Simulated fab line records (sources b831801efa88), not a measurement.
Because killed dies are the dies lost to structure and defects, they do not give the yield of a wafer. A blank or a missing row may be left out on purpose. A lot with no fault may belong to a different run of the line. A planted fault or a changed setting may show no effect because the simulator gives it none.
Matching of chambers | flow gf180mcu | 4 sister chambers for GF_V5_CMP_26 on cmp-01
The step polishes, stops on SiO2, t overpolish 15 s, target thk 0 nm. 4 wafers are shown with their chamber, then 7 later ones without.

== WAFERS WITH THEIR CHAMBER ==
wafer  | chamber | time to endpoint s (s)
L857.5 | 3       | 89
L859.5 | 0       | 82
L861.1 | 2       | 80
L861.3 | 1       | 79

== WAFERS WHOSE CHAMBER IS MISSING ==
wafer  | time to endpoint s (s)
L861.4 | 85
L866.2 | 80
L866.5 | 77
L866.6 | 83
L867.1 | 80
L867.2 | 81
L867.3 | 87

== EACH ONE'S CHAMBER ==
wafer  | from the rows above               | in truth
L861.4 | can't be placed: 0 or 3 or 2 or 1 | 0
L866.2 | can't be placed: 2 or 1 or 0      | 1
L866.5 | can't be placed: 1 or 2 or 0      | 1
L866.6 | can't be placed: 0 or 2 or 1      | 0
L867.1 | can't be placed: 2 or 1 or 0      | 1
L867.2 | can't be placed: 0 or 2 or 1      | 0
L867.3 | can't be placed: 3 or 0           | 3
0 of 7 placed correctly. From these rows, 7 cannot be placed; in 7 the true chamber is one of the candidates. Wrongly placed: 0.
How it was worked out, from the rows above alone: a wafer's distance from a chamber is the root of the sum, over the readings, of the square of ((its reading less the chamber's mean) divided by the reading's scatter). If the next closest chamber is less than 2 further off than the closest, the wafer can't be placed; otherwise it belongs to the closest. A chamber's mean is the mean of its shown wafers. The scatter (one wafer shown for each chamber): square how far every hidden wafer sits from the nearest shown wafer, average those squares and take the square root.
